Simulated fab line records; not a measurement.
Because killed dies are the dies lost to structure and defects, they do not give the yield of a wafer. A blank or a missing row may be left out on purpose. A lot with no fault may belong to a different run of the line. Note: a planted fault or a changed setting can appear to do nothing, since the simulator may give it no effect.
fab line records    flow sky130
record lots=11  wafers=32  last-day=50
route steps=708 shown VIA1@471 METAL2@502 VIA2@507
lots untouched by any fault: they come from a run of this same line in which no faults occurred
start-h: the number of hours between the record's first day and the start of the first shown wafer of the lot    wait-h: hours since the lot's step before    " the same as in the row above    L1.1+2: a single row standing in for several wafers    - value missing, or start not given    * or withheld: withheld    < > ~ a bound
route shown NAME@n: names a module that has steps shown in the file, with the first one's number in the route    usual: average and standard deviation across the fault-free wafers    same: alike in all rows    chamber/n: place in a boat    sites: per-site readings    _std_site: how widely they spread, as a standard deviation    _edge_site: inner sites' mean taken away from outer sites' mean    radius-mm: how far each site lies from the wafer's centre    mask NAME#n: copy n    behind: the most recent tool/chamber to have shaped the wafer    hold: why the lot went on hold/how many hours it stayed there/how the hold came to an end    device: whichever transistor did not switch (one of n, p or np)    end of line: the route-end tests of the same wafers    step lacking rows: just its recipe    killed: the dies lost at the first sort to structure and to defects; this is not the yield of the wafer    map: the dies of a wafer, with x for killed, . for not killed, _ for no die there
set.NAME: the setting that was run; set.NAME@STEP: the one run at that earlier step    model.NAME: the simulator's own value behind a step, which no gauge read
a sample of lots followed through the steps of the route, with each step as a table and each wafer as a row
services: when a tool's chamber went out of use (start-h, in hours from the record's first day, below 0 if earlier), for how many hours, and the reason
## steps
# step SKY_VIA1_OVL_MEAS_13
# usual VIA1_OVL=6/4.5
lot.wafer  tool        chamber  start-h  wait-h  VIA1_OVL[nm]
L784.1     overlay-02  -        808.49   0.1     6
L784.4     "           -        "        "       2
L784.5     "           -        "        "       7
L785.2     overlay-02  -        812.30   0.1     2
L785.3     "           -        "        "       2
L785.6     "           -        "        "       0
L791.3     overlay-01  -        855.51   0.1     12
L791.4     "           -        "        "       12
L791.6     "           -        "        "       15
L793.1     overlay-02  -        880.29   0.1     6
L793.4     "           -        "        "       4
L793.6     "           -        "        "       9
L794.1     overlay-02  -        881.55   0.1     14
L794.2     "           -        "        "       8
L794.4     "           -        "        "       11
L795.3     overlay-01  -        888.42   0.1     3
L795.5     "           -        "        "       4
L799.1     overlay-02  -        911.35   0.1     3
L799.4     "           -        "        "       5
L799.6     "           -        "        "       3
L800.1     overlay-02  -        917.96   0.1     10
L800.2     "           -        "        "       5
L800.6     "           -        "        "       11
L804.4     overlay-01  -        943.51   0.1     0
L804.5     "           -        "        "       5
L804.6     "           -        "        "       7
L807.1     overlay-02  -        969.71   0.1     12
L807.3     "           -        "        "       11
L807.6     "           -        "        "       7
L806.4     overlay-02  -        973.41   0.1     6
L806.5     "           -        "        "       8
L806.6     "           -        "        "       8
# step SKY_VIA1_CMP_24
# recipe stop-on=SiO2  t-overpolish-s=15  down-force-psi=3.5  platen-rpm=60  target-thk-nm=0  pad-velocity-m-s=0.94248
# usual motor-current-A=11.2/1.3  overpolish-run-s=14.998/0.0097  platen-rpm=60.00/0.04  time-to-endpoint-s=64/4
lot.wafer  tool    chamber  start-h  wait-h  motor-current-A  overpolish-run-s  platen-rpm  time-to-endpoint-s
L784.1     cmp-01  2        809.64   0.1     13.4             14.982            59.95       59
L784.4     "       3        "        "       10.8             14.979            60.02       64
L784.5     "       1        "        "       11.2             14.993            60.01       64
L785.3     cmp-01  2        813.34   0.0     13.6             14.987            59.99       62
L785.2     "       1        "        "       11.0             14.997            59.98       70
L785.6     "       2        "        "       13.9             14.994            60.05       62
L791.3     cmp-02  0        856.65   0.1     12.0             15.013            60.01       66
L791.4     "       2        "        "       9.5              15.010            59.98       64
L791.6     "       0        "        "       11.8             14.992            59.94       66
L793.4     cmp-02  3        881.44   0.1     9.9              14.994            59.97       66
L793.1     "       0        "        "       12.2             14.977            59.96       64
L793.6     "       1        "        "       11.6             15.011            60.09       68
L794.4     cmp-02  1        882.60   0.0     11.1             14.994            59.99       67
L794.1     "       2        "        "       10.0             14.993            59.97       61
L794.2     "       0        "        "       12.2             15.002            59.99       62
L795.3     cmp-01  1        889.51   0.1     11.1             14.982            60.01       62
L795.5     "       1        "        "       11.0             15.003            59.91       61
L799.1     cmp-01  1        912.72   0.2     11.2             14.993            60.01       63
L799.4     "       3        "        "       11.1             15.007            59.95       64
L799.6     "       1        "        "       11.0             15.016            59.95       63
L800.2     cmp-02  1        919.08   0.0     11.1             14.998            59.96       74
L800.1     "       2        "        "       9.9              15.000            60.00       65
L800.6     "       1        "        "       10.5             14.996            59.98       75
L804.4     cmp-02  3        944.68   0.1     9.7              15.009            59.93       64
L804.6     "       1        "        "       11.2             15.002            59.99       73
L804.5     "       2        "        "       10.6             15.007            59.95       66
L807.1     cmp-02  1        970.76   0.1     10.6             15.003            60.00       73
L807.3     "       3        "        "       9.7              15.007            59.99       65
L807.6     "       1        "        "       10.9             14.997            59.98       73
L806.4     cmp-01  2        974.49   0.1     13.3             14.990            60.05       59
L806.5     "       1        "        "       10.6             15.002            60.01       62
L806.6     "       2        "        "       13.3             15.004            60.04       59
# step SKY_METAL2_METAL_ETCH_19
# recipe target-depth-a=3600  stop-on=SiO2  over-etch-frac=0.3  time-s=78  chemistry=Cl2/BCl3  resist-sidewall-deg=88  pressure-mtorr=10  icp-w=900  bias-w=48.5  Cl2_flow_sccm=60  bcl3-flow-sccm=30
# usual bias-w=48.52/0.15  drypump-motor-current-A=5.6/0.49  oes-product-au=0.856/0.0061  throttle-valve-pct=22.264/0.0095
lot.wafer  tool          chamber  start-h  wait-h  bias-w  drypump-motor-current-A  oes-product-au  rf-hours-counter-h  throttle-valve-pct
L784.1     rie-metal-03  0        837.00   0.0     48.40   6.1                      0.854           5                   22.259
L784.4     "             1        "        "       48.36   5.6                      0.849           -                   22.282
L784.5     "             1        "        "       48.51   5.6                      0.850           -                   22.254
L785.2     rie-metal-02  1        840.82   0.0     48.70   5.0                      0.845           17                  22.260
L785.3     "             1        "        "       48.50   4.9                      0.857           -                   22.272
L785.6     "             0        "        "       48.74   6.5                      0.858           -                   22.271
L791.3     rie-metal-03  0        883.30   0.1     48.56   6.1                      0.850           -                   22.263
L791.4     "             1        "        "       48.42   5.6                      0.866           -                   22.263
L791.6     "             0        "        "       48.37   6.1                      0.848           -                   22.245
L793.1     rie-metal-04  1        907.52   0.0     48.55   5.3                      0.859           7                   22.266
L793.4     "             1        "        "       48.61   5.3                      0.865           -                   22.270
L793.6     "             0        "        "       48.83   5.3                      0.864           -                   22.261
L794.1     rie-metal-02  0        909.00   0.0     48.57   6.5                      0.854           17                  22.256
L794.2     "             1        "        "       48.36   4.9                      0.860           0                   22.244
L794.4     "             1        "        "       48.35   5.0                      0.858           -                   22.266
L795.3     rie-metal-04  1        914.97   0.1     48.70   5.3                      0.865           -                   22.274
L795.5     "             0        "        "       48.40   5.3                      0.863           -                   22.254
L799.1     rie-metal-03  1        938.02   0.0     48.63   5.6                      0.864           6                   22.238
L799.4     "             1        "        "       48.53   5.6                      0.866           -                   22.248
L799.6     "             0        "        "       48.50   6.1                      0.865           -                   22.254
L800.1     rie-metal-04  1        944.60   0.0     48.31   5.3                      0.853           9                   22.286
L800.2     "             0        "        "       48.70   5.3                      0.853           7                   22.267
L800.6     "             0        "        "       48.48   5.3                      0.850           -                   22.256
L804.4     rie-metal-02  0        969.30   0.1     48.60   6.5                      0.854           -                   22.261
L804.5     "             1        "        "       48.51   5.0                      0.861           -                   22.273
L804.6     "             0        "        "       48.70   6.5                      0.854           -                   22.270
L807.1     rie-metal-02  1        995.49   0.0     48.35   4.9                      0.859           5                   22.261
L807.3     "             0        "        "       48.61   6.5                      0.859           -                   22.267
L807.6     "             0        "        "       48.48   6.5                      0.867           -                   22.251
L806.4     rie-metal-04  0        999.82   0.1     48.49   5.3                      0.867           -                   22.262
L806.5     "             1        "        "       48.71   5.3                      0.858           -                   22.255
L806.6     "             0        "        "       48.47   5.3                      0.858           -                   22.270
# step SKY_VIA2_HDPCVD_00
# recipe material=SiO2  target-thk-nm=1180  sigma-open-frac=0.3  time-s=196.7  temp-c=400  sih4-flow-sccm=60  pressure-mtorr=6
# usual run-length-s=224.4/0.47
lot.wafer  tool       chamber  start-h  wait-h  run-length-s
L784.1     hdpcvd-02  1        837.69   0.0     224.1
L784.4     "          0        "        "       224.5
L784.5     "          2        "        "       224.2
L785.2     hdpcvd-02  2        841.51   0.0     225.1
L785.3     "          1        "        "       224.0
L785.6     "          0        "        "       224.3
L791.3     hdpcvd-02  1        883.96   0.0     224.1
L791.4     "          0        "        "       306.6
L791.6     "          2        "        "       224.2
L793.1     hdpcvd-02  1        908.21   0.0     224.0
L793.4     "          0        "        "       306.7
L793.6     "          2        "        "       224.7
L794.1     hdpcvd-02  0        909.69   0.0     306.3
L794.2     "          1        "        "       224.7
L794.4     "          2        "        "       224.4
L795.3     hdpcvd-02  1        915.69   0.0     224.5
L795.5     "          2        "        "       224.6
L799.1     hdpcvd-01  0        938.72   0.0     225.4
L799.4     "          0        "        "       224.8
L799.6     "          1        "        "       223.5
L800.1     hdpcvd-01  2        945.29   0.0     224.7
L800.2     "          1        "        "       223.4
L800.6     "          1        "        "       223.6
L804.4     hdpcvd-02  1        970.02   0.1     224.5
L804.5     "          2        "        "       224.5
L804.6     "          0        "        "       223.8
L807.1     hdpcvd-02  1        996.24   0.0     224.6
L807.3     "          0        "        "       223.9
L807.6     "          1        "        "       224.1
L806.4     hdpcvd-02  1        1000.54  0.1     224.2
L806.5     "          0        "        "       224.1
L806.6     "          2        "        "       224.7
# step SKY_VIA2_THK_MEAS_01
# recipe reads=SiO2_of_VIA2_HDPCVD_00
# usual VIA2_HDPCVD_THK=1179/12
lot.wafer  tool           chamber  start-h  wait-h  hold                      VIA2_HDPCVD_THK[nm]
L784.1     film-metro-04  -        837.81   0.1     -                         1181
L784.4     "              -        "        "       -                         1189
L784.5     "              -        "        "       -                         1176
L785.2     film-metro-02  -        841.64   0.1     -                         1185
L785.3     "              -        "        "       -                         1146
L785.6     "              -        "        "       -                         1202
L791.3     film-metro-04  -        884.10   0.1     await-dispo/0.2h/release  1181
L791.4     "              -        "        "       await-dispo/0.2h/release  1683
L791.6     "              -        "        "       await-dispo/0.2h/release  1180
L791.3     film-metro-04  -        884.33   0.2     -                         1181
L791.4     "              -        "        "       -                         1682
L791.6     "              -        "        "       -                         1178
L793.1     film-metro-02  -        908.34   0.1     await-dispo/0.2h/release  1170
L793.4     "              -        "        "       await-dispo/0.2h/release  1686
L793.6     "              -        "        "       await-dispo/0.2h/release  1188
L793.1     film-metro-02  -        908.56   0.2     -                         1170
L793.4     "              -        "        "       -                         1686
L793.6     "              -        "        "       -                         1187
L794.1     film-metro-01  -        909.81   0.1     await-dispo/0.2h/release  1682
L794.2     "              -        "        "       await-dispo/0.2h/release  1177
L794.4     "              -        "        "       await-dispo/0.2h/release  1192
L794.1     film-metro-01  -        910.04   0.2     -                         1684
L794.2     "              -        "        "       -                         1177
L794.4     "              -        "        "       -                         1191
L795.3     film-metro-01  -        915.83   0.1     -                         1158
L795.5     "              -        "        "       -                         1190
L799.1     film-metro-01  -        938.84   0.1     -                         1171
L799.4     "              -        "        "       -                         1174
L799.6     "              -        "        "       -                         1177
L800.1     film-metro-01  -        945.41   0.1     -                         1180
L800.2     "              -        "        "       -                         1179
L800.6     "              -        "        "       -                         1172
L804.4     film-metro-02  -        970.11   0.0     -                         1155
L804.5     "              -        "        "       -                         1177
L804.6     "              -        "        "       -                         1170
L807.1     film-metro-01  -        996.36   0.1     -                         1179
L807.3     "              -        "        "       -                         1194
L807.6     "              -        "        "       -                         1186
L806.4     film-metro-01  -        1000.63  0.0     -                         1182
L806.5     "              -        "        "       -                         1196
L806.6     "              -        "        "       -                         1185
## services
tool          chamber  start-h  hours  kind
hdpcvd-02     0        788.64   19.3   repair
cmp-01        -        815.94   5.0    pm
cmp-02        -        828.95   2.5    repair
cmp-01        -        841.28   1.0    repair
hdpcvd-01     -        870.95   2.8    pm
rie-metal-02  1        881.89   -      clean
rie-metal-02  1        881.89   20.7   scheduled-down
rie-metal-02  1        881.89   20.7   vent-cycle
cmp-02        -        912.00   4.0    pm
cmp-02        -        916.00   -      consumable-replace:conditioner
cmp-02        -        916.00   -      consumable-replace:pad
hdpcvd-02     -        942.84   6.0    pm
hdpcvd-02     -        948.84   2.8    pm
hdpcvd-01     -        950.25   15.0   pm
hdpcvd-01     0        950.25   15.0   vent-cycle
hdpcvd-01     1        950.25   15.0   vent-cycle
hdpcvd-01     2        950.25   15.0   vent-cycle
rie-metal-03  0        961.10   45.0   repair
hdpcvd-01     0        965.25   -      clean
hdpcvd-01     1        965.25   -      clean
hdpcvd-01     2        965.25   -      clean
cmp-01        -        976.73   1.0    repair
## key
first-sign step=SKY_VIA2_HDPCVD_00  reading=run-length-s  direction=up  sigmas=99+  usual=*  struck=*
effect step=SKY_VIA2_THK_MEAS_01  reading=visit  direction=added
effect step=SKY_VIA2_THK_MEAS_01  reading=VIA2_HDPCVD_THK  direction=up  sigmas=42  usual=1179  struck=1684
met-at SKY_VIA2_HDPCVD_00
struck-lots L791,L793,L794
struck-wafers L791.4,L793.4,L794.1
not-acting-at SKY_VIA1_OVL_MEAS_13,SKY_VIA1_CMP_24,SKY_METAL2_METAL_ETCH_19
onset-between 841.51 883.96
fault kind=process-parameter-drift  tool=hdpcvd-02  chamber=0  onset-h=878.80  steps=SKY_VIA2_HDPCVD_00  channel=time-s  offset=*  shape=step  end-h=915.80  acts-in=*  stated=*
